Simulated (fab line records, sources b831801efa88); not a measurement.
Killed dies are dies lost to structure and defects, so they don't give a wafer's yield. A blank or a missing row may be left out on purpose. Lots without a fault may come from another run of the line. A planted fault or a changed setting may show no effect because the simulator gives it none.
fab line records | flow gf180mcu
record lots=14 wafers=42 last_day=33
route steps=602 shown STI@12 POLY_GATE@167 HV_LDD@186 SALICIDE@284
lots that met no fault: from a run of the same line without faults
start_h: hours from the record's first day to the start of the lot's first wafer shown | wait_h: hours since the lot's step before | " the same as in the row above | L1.1+2: a row that stands for several wafers | - no value, or no start given | * or withheld: withheld | < > ~ a bound
route shown NAME@n: a module of which the file shows steps, and the number in the route of the first | usual: mean/standard deviation of fault-free wafers | same: alike in all rows | chamber/n: place in a boat | sites: the reading at each site | _std_site: their standard deviation | _edge_site: outer sites' mean less inner sites' | radius_mm: how far each site lies from the wafer's centre | mask NAME#n: copy n | behind: the tool/chamber that last shaped the wafer | hold: why the lot was held/for how many hours/how that ended | device: the transistor (n, p or np) that didn't switch | end of line: the same wafers' tests at the end of the route | a step without rows: its recipe alone | killed: dies lost to structure and defects at the first sort, not the wafer's yield | map: a wafer's dies, x killed, . not, _ none there
set.NAME: the setting as run; set.NAME@STEP: as run at that earlier step | model.NAME: the simulator's own value behind a step, which no gauge read
steps of the route over a sample of lots; a table a step, a row a wafer
services: from which hour (start_h, from the record's first day; less than 0 if before it) a tool's chamber was out of use, for how many hours, and why
## steps
# step GF_STI_DEVELOP_11
# recipe develop_time_s=60 dev_temp_c=21
# usual chill_plate_temp_C=23.02/0.12 develop_time_s=60/0
# columns lot.wafer tool chamber start_h wait_h chill_plate_temp_C develop_time_s
L108.2 litho_track-02 0 25.97 0.2 23.02 60
L108.3 " 0 " " 22.92 60
L108.5 " 0 " " 22.96 60
L110.1 litho_track-02 0 34.90 0.2 23.06 60
L110.4 " 0 " " 23.01 60
L110.5 " 0 " " 22.89 60
L112.1 litho_track-01 0 45.84 0.2 23.00 60
L112.4 " 0 " " 23.07 60
L112.5 " 0 " " 23.00 60
L113.2 litho_track-03 0 50.11 0.2 22.93 60
L113.3 " 0 " " 22.78 60
L113.5 " 0 " " 22.89 60
L115.1 litho_track-03 0 61.44 0.2 23.11 60
L115.3 " 0 " " 22.96 60
L115.5 " 0 " " 22.90 60
L116.1 litho_track-02 0 66.54 0.2 22.91 60
L116.2 " 0 " " 22.92 60
L116.3 " 0 " " 23.10 60
L117.2 litho_track-01 0 70.67 0.2 22.83 60
L117.3 " 0 " " 23.04 60
L117.4 " 0 " " 23.02 60
L118.1 litho_track-01 0 77.69 0.2 22.88 60
L118.2 " 0 " " 22.79 60
L118.4 " 0 " " 22.78 60
L119.2 litho_track-03 0 82.56 0.2 22.98 60
L119.3 " 0 " " 23.01 60
L119.6 " 0 " " 22.96 60
L120.1 litho_track-03 0 87.04 0.2 23.12 60
L120.3 " 0 " " 22.99 60
L120.5 " 0 " " 23.16 60
L121.2 litho_track-01 0 93.12 0.2 22.98 60
L121.5 " 0 " " 22.87 60
L121.6 " 0 " " 23.05 60
L124.1 litho_track-02 0 107.79 0.2 23.04 60
L124.2 " 0 " " 22.83 60
L124.3 " 0 " " 22.99 60
L126.3 litho_track-03 - 117.74 0.1 - -
L126.4 " - " " - -
L126.6 " - " " - -
L127.1 litho_track-02 - 125.24 0.2 - -
L127.4 " - " " - -
L127.5 " - " " - -
# step GF_POLY_GATE_CD_MEAS_10
# recipe target_cd_nm=280
# usual cd_nm=279.5/1.2
# columns lot.wafer tool chamber start_h wait_h cd_nm
L108.2 cd_sem-01 - 196.71 0.1 279.0
L108.3 " - " " 278.8
L108.5 " - " " 280.5
L110.1 cd_sem-01 - 208.34 0.1 280.5
L110.4 " - " " 280.9
L110.5 " - " " 279.3
L112.1 cd_sem-01 - 223.24 0.1 278.9
L112.4 " - " " 279.3
L112.5 " - " " 279.6
L113.2 cd_sem-01 - 232.81 0.1 281.7
L113.3 " - " " 280.6
L113.5 " - " " 281.6
L115.1 cd_sem-01 - 245.04 0.1 278.9
L115.3 " - " " 281.5
L115.5 " - " " 279.8
L116.1 cd_sem-02 - 254.04 0.1 277.4
L116.2 " - " " 278.6
L116.3 " - " " 277.9
L117.2 cd_sem-02 - 260.26 0.1 279.9
L117.3 " - " " 279.7
L117.4 " - " " 277.8
L118.1 cd_sem-02 - 267.84 0.1 280.2
L118.2 " - " " 279.9
L118.4 " - " " 279.5
L119.2 cd_sem-02 - 276.61 0.1 280.1
L119.3 " - " " 279.5
L119.6 " - " " 280.0
L120.1 cd_sem-02 - 283.68 0.1 279.0
L120.3 " - " " 279.3
L120.5 " - " " 278.8
L121.2 cd_sem-01 - 291.40 0.1 278.0
L121.5 " - " " 277.0
L121.6 " - " " 278.0
L124.1 cd_sem-01 - 311.53 0.1 281.0
L124.2 " - " " 280.1
L124.3 " - " " 279.6
# step GF_HV_LDD_STRIP_10
# recipe chemistry=O2/N2 power_w=1400 pressure_mtorr=1500 platen_temp_c=250 o2_flow_sccm=3000 n2_flow_sccm=300 overash_fraction=0.5
# usual drypump_motor_current_A=6.0/0.48 heater_power_w=309/30 o2_flow_sccm=3001/8.9 oes_product_au=0.716/0.0047 strip_time_to_endpoint_s=12.63/0.032
# columns lot.wafer tool chamber start_h wait_h drypump_motor_current_A heater_power_w o2_flow_sccm oes_product_au rf_hours_counter_h strip_time_to_endpoint_s
L108.2 plasma_asher-03 0 216.80 0.1 5.4 260 3001 0.710 46 12.64
L108.3 " 0 " " 5.4 265 3001 0.712 - 12.65
L108.5 " 0 " " 5.4 260 3002 0.710 - 12.59
L110.1 plasma_asher-04 0 228.10 0.1 6.6 321 3012 0.718 56 12.70
L110.4 " 0 " " 6.6 324 3011 0.710 - 12.67
L110.5 " 1 " " 6.6 323 2999 0.723 - 12.67
L112.1 plasma_asher-03 0 242.84 0.1 5.4 269 3003 0.723 48 12.65
L112.4 " 1 " " 5.9 326 2996 0.721 - 12.64
L112.5 " 0 " " 5.4 260 2998 0.718 - 12.62
L113.2 plasma_asher-04 1 253.84 0.1 6.6 329 3001 0.711 59 12.62
L113.3 " 0 " " 6.6 319 3010 0.714 - 12.64
L113.5 " 0 " " 6.6 322 2992 0.712 - 12.67
L115.1 plasma_asher-03 1 265.60 0.1 5.9 337 3007 0.719 51 12.60
L115.3 " 0 " " 5.4 255 3000 0.713 - 12.61
L115.5 " 1 " " 5.9 328 3021 0.730 - 12.58
L116.1 plasma_asher-02 0 275.80 0.1 5.8 347 2995 0.717 61 12.61
L116.2 " 1 " " 6.0 277 3002 0.723 61 12.62
L116.3 " 0 " " 5.8 346 3001 0.708 - 12.61
L117.2 plasma_asher-04 1 282.19 0.1 6.6 326 3015 0.719 62 12.59
L117.3 " 1 " " 6.6 323 3013 0.717 - 12.58
L117.4 " 0 " " 6.6 322 3011 0.718 - 12.61
L118.1 plasma_asher-04 1 290.59 0.1 6.6 326 2996 0.718 63 12.66
L118.2 " 0 " " 6.6 322 3010 0.723 63 12.71
L118.4 " 0 " " 6.6 316 3018 0.715 - 12.62
L119.2 plasma_asher-03 0 298.59 0.1 5.4 262 3003 0.706 55 12.66
L119.3 " 1 " " 5.9 333 3001 0.715 - 12.65
L119.6 " 1 " " 5.9 341 2993 0.709 - 12.61
L120.1 plasma_asher-04 1 305.34 0.1 6.6 324 2988 0.716 65 12.60
L120.3 " 1 " " 6.6 332 3005 0.717 - 12.55
L120.5 " 1 " " 6.6 333 3001 0.715 - 12.54
L121.2 plasma_asher-03 0 313.49 0.1 5.4 258 2980 0.713 56 12.70
L121.5 " 0 " " 5.4 263 3002 0.708 - 12.64
L121.6 " 1 " " 5.9 324 2990 0.716 - 12.66
L124.1 plasma_asher-04 1 336.19 0.1 6.6 322 3004 0.718 68 12.66
L124.2 " 0 " " 6.6 326 2982 0.718 68 12.60
L124.3 " 1 " " 6.6 319 3013 0.720 - 12.65
# step GF_SALICIDE_RTA_06
# recipe temp_c=530 time_s=30 ambient=N2
# usual lamp_power_pct=6.59/0.18 wafer_temp_C_max=532.0/0.5
# same time_s=30
# columns lot.wafer tool chamber start_h wait_h lamp_power_pct wafer_temp_C_max
L108.2 rtp_anneal-01 0 338.59 0.1 6.88 531.8
L108.3 " 0 " " 6.87 532.6
L108.5 " 0 " " 6.88 532.1
L110.1 rtp_anneal-02 0 353.95 0.1 6.48 532.0
L110.4 " 0 " " 6.47 531.6
L110.5 " 0 " " 6.48 531.7
L112.1 rtp_anneal-02 0 369.63 0.1 6.48 531.8
L112.4 " 0 " " 6.47 532.1
L112.5 " 0 " " 6.47 530.9
L113.2 rtp_anneal-02 0 382.96 0.1 6.47 533.0
L113.3 " 0 " " 6.47 531.8
L113.5 " 0 " " 6.47 532.1
L115.1 rtp_anneal-02 0 397.03 0.1 6.48 532.4
L115.3 " 0 " " 6.47 531.8
L115.5 " 0 " " 6.48 532.3
L116.1 rtp_anneal-02 0 409.05 0.1 6.47 531.7
L116.2 " 0 " " 6.48 532.5
L116.3 " 0 " " 6.47 531.6
L117.2 rtp_anneal-02 0 416.65 0.1 6.47 532.2
L117.3 " 0 " " 6.48 531.7
L117.4 " 0 " " 6.48 531.7
L118.1 rtp_anneal-02 0 426.92 0.1 6.48 531.7
L118.2 " 0 " " 6.47 531.8
L118.4 " 0 " " 6.49 532.6
L119.2 rtp_anneal-02 0 437.73 0.1 6.48 531.5
L119.3 " 0 " " 6.47 532.1
L119.6 " 0 " " 6.47 532.2
L120.1 rtp_anneal-02 0 447.57 0.1 6.48 531.3
L120.3 " 0 " " 6.47 531.5
L120.5 " 0 " " 6.48 531.7
L121.2 rtp_anneal-01 0 456.03 0.1 6.88 532.2
L121.5 " 0 " " 6.87 532.4
L121.6 " 0 " " 6.87 531.9
L124.1 rtp_anneal-02 0 482.63 0.1 6.48 531.7
L124.2 " 0 " " 6.48 531.6
L124.3 " 0 " " 6.47 531.6
## services
# columns tool chamber start_h hours kind
plasma_asher-03 - 5.63 2.2 repair
rtp_anneal-01 - 66.21 5.2 pm
plasma_asher-02 - 97.92 12.8 repair
plasma_asher-03 - 100.43 9.8 repair
plasma_asher-02 - 116.65 5.8 repair
plasma_asher-03 - 172.22 1.0 repair
plasma_asher-02 - 214.61 4.2 repair
plasma_asher-02 - 327.64 3.7 repair
plasma_asher-03 - 337.55 1.8 repair
plasma_asher-02 - 353.95 5.7 repair
plasma_asher-02 - 356.95 4.3 repair
plasma_asher-02 - 421.29 9.0 pm
plasma_asher-02 0 421.29 9.0 vent_cycle
plasma_asher-02 1 421.29 9.0 vent_cycle
plasma_asher-02 0 430.29 - clean
plasma_asher-02 1 430.29 - clean
rtp_anneal-02 - 431.30 3.7 pm
## key
first_sign step=GF_STI_DEVELOP_11 reading=tool_record direction=missing
effect none on later readings
met_at GF_STI_DEVELOP_11
struck_lots L126,L127
later_rows_left_out L126.3,L126.4,L126.6,L127.1,L127.4,L127.5
sort_left_out L126.3,L126.4,L126.6,L127.1,L127.4,L127.5
tester_left_out L126,L127
not_acting_at GF_POLY_GATE_CD_MEAS_10,GF_HV_LDD_STRIP_10,GF_SALICIDE_RTA_06
onset_between 107.79 117.74
fault kind=skipped_step_whole tool=litho_track-02,litho_track-03 chamber=- onset_h=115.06 steps=GF_STI_DEVELOP_11 scope=struck_lots_only
# tester_left_out: of these lots the tester's yield and bins aren't shown, on N5 and GAA mostly nor the transistor test; their killed dies are dies lost to structure and defects alone, not to doping, threshold or leakage, so they don't give the yield
# sort_left_out: the simulated sort isn't trusted on such a fault, so these wafers' sort isn't shown, and their yield isn't known
# later_rows_left_out: the simulator's readings of these wafers behind a module that went badly wrong aren't trusted and aren't shown, but for the sort
